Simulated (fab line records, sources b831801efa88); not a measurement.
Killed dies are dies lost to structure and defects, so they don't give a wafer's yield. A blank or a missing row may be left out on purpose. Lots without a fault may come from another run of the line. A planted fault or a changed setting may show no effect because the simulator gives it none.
fab line records | flow gf180mcu
record lots=6 wafers=18 last_day=34
route steps=602 shown SAB@267 SALICIDE@278
lots that met no fault: from a run of the same line without faults
start_h: hours from the record's first day to the start of the lot's first wafer shown | wait_h: hours since the lot's step before | " the same as in the row above | L1.1+2: a row that stands for several wafers | - no value, or no start given | * or withheld: withheld | < > ~ a bound
route shown NAME@n: a module of which the file shows steps, and the number in the route of the first | usual: mean/standard deviation of fault-free wafers | same: alike in all rows | chamber/n: place in a boat | sites: the reading at each site | _std_site: their standard deviation | _edge_site: outer sites' mean less inner sites' | radius_mm: how far each site lies from the wafer's centre | mask NAME#n: copy n | behind: the tool/chamber that last shaped the wafer | hold: why the lot was held/for how many hours/how that ended | device: the transistor (n, p or np) that didn't switch | end of line: the same wafers' tests at the end of the route | a step without rows: its recipe alone | killed: dies lost to structure and defects at the first sort, not the wafer's yield | map: a wafer's dies, x killed, . not, _ none there
set.NAME: the setting as run; set.NAME@STEP: as run at that earlier step | model.NAME: the simulator's own value behind a step, which no gauge read
lots at some steps of the route; a table a step, a row a wafer
services: from which hour (start_h, from the record's first day; less than 0 if before it) a tool's chamber was out of use, for how many hours, and why
## steps
# step GF_SAB_HMDS_03
# recipe prime_time_s=60 prime_temp_c=120
# step GF_SAB_COAT_04
# recipe resist=NOVOLAK spin_rpm=3000 resist_thk_nm=1000
# step GF_SAB_SOFTBAKE_05
# recipe temp_c=90 time_s=60 resist=NOVOLAK
# step GF_SAB_EXPOSE_06
# recipe mask_id=SAB target_cd_nm=420 na=0.6 source_shape=conventional sigma_outer=0.6 dose_mj=140
# step GF_SAB_PEB_07
# recipe temp_c=withheld time_s=* resist=NOVOLAK
# step GF_SAB_DEVELOP_08
# recipe develop_time_s=60 dev_temp_c=23
# step GF_SAB_CD_MEAS_09
# recipe target_cd_nm=420
# usual cd_nm=420.5/2.3
# columns lot.wafer tool chamber start_h wait_h cd_nm
L485.2 cd_sem-02 - 383.60 0.1 420.1
L485.4 " - " " 420.1
L485.5 " - " " 421.2
L496.1 cd_sem-01 - 475.38 0.1 421.0
L496.2 " - " " 423.3
L496.5 " - " " 421.0
L497.1 cd_sem-02 - 485.27 0.1 418.0
L497.3 " - " " 419.7
L497.5 " - " " 420.8
L500.2 cd_sem-01 - 512.80 0.1 421.5
L500.4 " - " " 421.0
L500.5 " - " " 421.1
L502.1 cd_sem-02 - 524.72 0.1 421.3
L502.2 " - " " 419.0
L502.4 " - " " 418.4
L503.3 cd_sem-02 - 540.27 0.1 420.9
L503.5 " - " " 420.3
L503.6 " - " " 420.2
# step GF_SAB_OVL_MEAS_10
# usual SAB_OVL=0.3/1.3
# columns lot.wafer tool chamber start_h wait_h SAB_OVL[nm]
L485.2 overlay-01 - 383.70 0.1 0.1
L485.4 " - " " 0.0
L485.5 " - " " 1.8
L496.1 overlay-01 - 475.50 0.1 0.3
L496.2 " - " " 0.2
L496.5 " - " " 0.2
L497.1 overlay-02 - 485.39 0.1 0.5
L497.3 " - " " -0.7
L497.5 " - " " 1.3
L500.2 overlay-01 - 512.91 0.1 0.2
L500.4 " - " " -0.5
L500.5 " - " " 0.1
L502.1 overlay-01 - 524.84 0.1 -2.8
L502.2 " - " " -1.7
L502.4 " - " " -0.1
L503.3 overlay-01 - 540.36 0.1 2.0
L503.5 " - " " 1.0
L503.6 " - " " 1.9
# step GF_SAB_ETCH_11
# recipe chemistry=C4F8/O2/Ar mask_material=NOVOLAK target=SiO2 target_depth_nm=55 source_w=1500 bias_w=1200 pressure_mtorr=40 c4f8_flow_sccm=withheld O2_flow_sccm=6 Ar_flow_sccm=300 time_s=8.5
# usual bias_w=1200/3.5 chamber_pressure_mTorr=40.00/0.038 oes_product_au=0.998/0.018
# columns lot.wafer tool chamber start_h wait_h bias_w chamber_pressure_mTorr oes_product_au rf_hours_counter_h
L485.2 rie_diel-03 3 383.73 0.0 1194 40.01 0.993 35
L485.4 " 0 " " 1196 39.94 1.023 58
L485.5 " 2 " " 1203 40.00 1.011 -
L496.1 rie_diel-01 0 475.54 0.0 1199 40.02 1.008 16
L496.2 " 1 " " 1203 39.93 1.011 11
L496.5 " 0 " " 1200 40.03 1.015 -
L497.1 rie_diel-03 2 485.43 0.0 1200 39.96 0.996 0
L497.3 " 3 " " 1201 40.02 0.999 38
L497.5 " 2 " " 1201 40.03 0.996 -
L500.2 rie_diel-04 3 512.94 0.0 1203 40.00 0.998 6
L500.4 " 0 " " 1199 40.01 1.015 23
L500.5 " 3 " " 1201 40.05 1.005 -
L502.1 rie_diel-03 1 524.88 0.0 1201 39.96 1.004 80
L502.2 " 0 " " 1204 39.98 0.991 62
L502.4 " 3 " " 1199 39.97 0.985 38
L503.3 rie_diel-03 1 540.39 0.0 1203 40.01 1.007 80
L503.5 " 0 " " 1199 39.94 0.995 -
L503.6 " 1 " " 1204 39.98 0.997 -
# step GF_SAB_WET_ETCH_12
# recipe chemistry=dHF target_depth_nm=22 dry=n2_spin target=SiO2 temp_c=25 dilution=100:1 time_s=440
# step GF_SAB_STRIP_13
# recipe chemistry=O2/N2 power_w=1400 pressure_mtorr=1500 platen_temp_c=250 o2_flow_sccm=3000 n2_flow_sccm=300 overash_fraction=0.5
# usual drypump_motor_current_A=5.6/0.47 heater_power_w=325/21 oes_product_au=0.710/0.0048 strip_time_to_endpoint_s=12.60/0.04
# columns lot.wafer tool chamber start_h wait_h drypump_motor_current_A heater_power_w oes_product_au rf_hours_counter_h strip_time_to_endpoint_s
L485.2 plasma_asher-02 0 383.89 0.0 5.2 331 0.704 56 12.59
L485.4 " 0 " " 5.3 329 0.717 - 12.52
L485.5 " 1 " " 5.2 305 0.710 - 12.60
L496.1 plasma_asher-01 0 475.69 0.0 5.8 307 0.716 37 12.60
L496.2 " 1 " " 6.0 349 0.712 37 12.59
L496.5 " 1 " " 6.0 342 0.711 - 12.58
L497.1 plasma_asher-03 0 485.59 0.0 6.6 303 0.713 87 12.66
L497.3 " 1 " " 5.4 353 0.707 - 12.62
L497.5 " 1 " " 5.4 367 0.709 - 12.66
L500.2 plasma_asher-01 1 513.09 0.0 6.0 345 0.702 41 12.61
L500.4 " 1 " " 6.0 338 0.706 - 12.58
L500.5 " 0 " " 5.8 301 0.712 - 12.61
L502.1 plasma_asher-02 0 525.03 0.0 5.2 333 0.717 70 12.54
L502.2 " 1 " " 5.2 306 0.711 70 12.55
L502.4 " 1 " " 5.2 307 0.706 - 12.55
L503.3 plasma_asher-03 0 540.57 0.0 6.5 303 0.711 - 12.60
L503.5 " 1 " " 5.4 355 0.710 - 12.53
L503.6 " 0 " " 6.5 305 0.707 - 12.56
# step GF_SALICIDE_CLEAN_00
# recipe chemistry=SC1/SC2 mix=1:4:20 temp_c=70 time_s=150
# step GF_SALICIDE_WET_ETCH_01
# recipe chemistry=dHF target_depth_nm=5 dry=ipa_marangoni target=SiO2 temp_c=25 dilution=100:1 time_s=100
# usual bath_heat_duty_pct=6.1/0.76 run_length_s=128/3.7
# columns lot.wafer tool chamber start_h wait_h bath_heat_duty_pct run_length_s model.SiO2_of_SAB_CVD_00.thk_nm model.SiO2_of_STI_CVD_23.thk_nm
L485.2 wet_bench-04 1 384.04 0.0 6.1 132 39.41 336.8
L485.4 " 1 " " 6.8 132 39.98 337.4
L485.5 " 1 " " 7.2 132 39.87 338
L496.1 wet_bench-01 0 475.84 0.0 - - 50.07 338.3
L496.2 " 0 " " - - 49.63 341
L496.5 " 0 " " - - 51.36 342.2
L497.1 wet_bench-03 0 485.75 0.0 - - 49.62 338.9
L497.3 " 0 " " - - 49.05 338.7
L497.5 " 0 " " - - 51.12 341.1
L500.2 wet_bench-01 0 513.24 0.0 6.4 127 37.66 339.2
L500.4 " 0 " " 6.8 127 39.85 337.6
L500.5 " 0 " " 7.0 127 39.09 333.9
L502.1 wet_bench-03 0 525.18 0.0 5.1 134 37.99 335.7
L502.2 " 0 " " 5.0 134 39.56 335.3
L502.4 " 0 " " 4.2 134 40.48 336.8
L503.3 wet_bench-03 3 540.69 0.0 4.8 134 39.46 337.4
L503.5 " 3 " " 5.0 134 39.47 340.7
L503.6 " 3 " " 5.1 134 39.08 338.4
# step GF_SALICIDE_SPUTTER_02
# recipe material=Co target_thk_nm=10 power_w=1000 time_s=20 chamber_pressure_pa=0.4
# usual throttle_valve_pct=30.1/0.99
# columns lot.wafer tool chamber start_h wait_h throttle_valve_pct
L485.2 pvd_sputter-02 - 384.08 0.0 29.1
L485.4 " - " " 30.3
L485.5 " - " " 29.1
L496.1 pvd_sputter-03 - 475.88 0.0 27.3
L496.2 " - " " 30.4
L496.5 " - " " 31.4
L497.1 pvd_sputter-01 - 485.78 0.0 29.8
L497.3 " - " " 29.9
L497.5 " - " " 30.0
L500.2 pvd_sputter-03 - 513.28 0.0 30.4
L500.4 " - " " 27.3
L500.5 " - " " 31.0
L502.1 pvd_sputter-02 - 525.23 0.0 30.0
L502.2 " - " " 30.2
L502.4 " - " " 30.7
L503.3 pvd_sputter-03 - 540.73 0.0 29.5
L503.5 " - " " 31.2
L503.6 " - " " 29.4
## services
# columns tool chamber start_h hours kind
rie_diel-04 0 372.35 3.7 repair
pvd_sputter-03 - 377.65 1.3 repair
pvd_sputter-02 - 392.03 1.1 repair
rie_diel-04 2 397.29 21.5 repair
pvd_sputter-03 - 407.63 1.7 repair
pvd_sputter-03 - 416.15 4.9 repair
plasma_asher-01 - 435.01 2.7 repair
pvd_sputter-03 - 435.35 4.9 repair
pvd_sputter-03 - 442.12 2.2 repair
rie_diel-01 3 452.78 9.0 repair
rie_diel-01 - 453.34 0.2 repair
rie_diel-03 2 463.04 - clean
rie_diel-03 2 463.04 17.7 scheduled_down
plasma_asher-01 - 465.64 2.0 repair
plasma_asher-02 - 472.49 1.0 repair
rie_diel-01 2 475.61 5.9 repair
pvd_sputter-03 - 482.17 15.0 repair
rie_diel-03 3 494.13 1.9 repair
rie_diel-03 2 497.91 3.3 repair
pvd_sputter-03 - 508.37 3.8 repair
rie_diel-01 1 514.69 2.6 repair
rie_diel-01 0 521.58 5.0 repair
rie_diel-03 - 531.34 1.8 repair
rie_diel-04 0 537.49 5.7 repair
## key
first_sign step=GF_SALICIDE_WET_ETCH_01 reading=tool_record direction=missing
model_effect step=GF_SALICIDE_WET_ETCH_01 value=SiO2_of_SAB_CVD_00.thk_nm without=40.13 struck=50.14
more_kills_born_at GF_SALICIDE_WET_ETCH_01@wet_bench-03=1317
met_at GF_SALICIDE_WET_ETCH_01
struck_wafers L496.1,L496.2,L496.5,L497.1,L497.3,L497.5
rows_end L496.2,L496.5
later_rows_left_out L496.1,L497.1,L497.3,L497.5
sort_left_out L496.1
tester_left_out L496,L497
fault kind=skipped_step_whole tool=wet_bench-01,wet_bench-03 chamber=- onset_h=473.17 steps=GF_SALICIDE_WET_ETCH_01 scope=struck_lots_only
# tester_left_out: of these lots the tester's yield and bins aren't shown, on N5 and GAA mostly nor the transistor test; their killed dies are dies lost to structure and defects alone, not to doping, threshold or leakage, so they don't give the yield
# sort_left_out: the simulated sort isn't trusted on such a fault, so these wafers' sort isn't shown, and their yield isn't known
# later_rows_left_out: the simulator's readings of these wafers behind a module that went badly wrong aren't trusted and aren't shown, but for the sort
# rows_end: these wafers met a further fault down the route, and their rows from its step on are left out
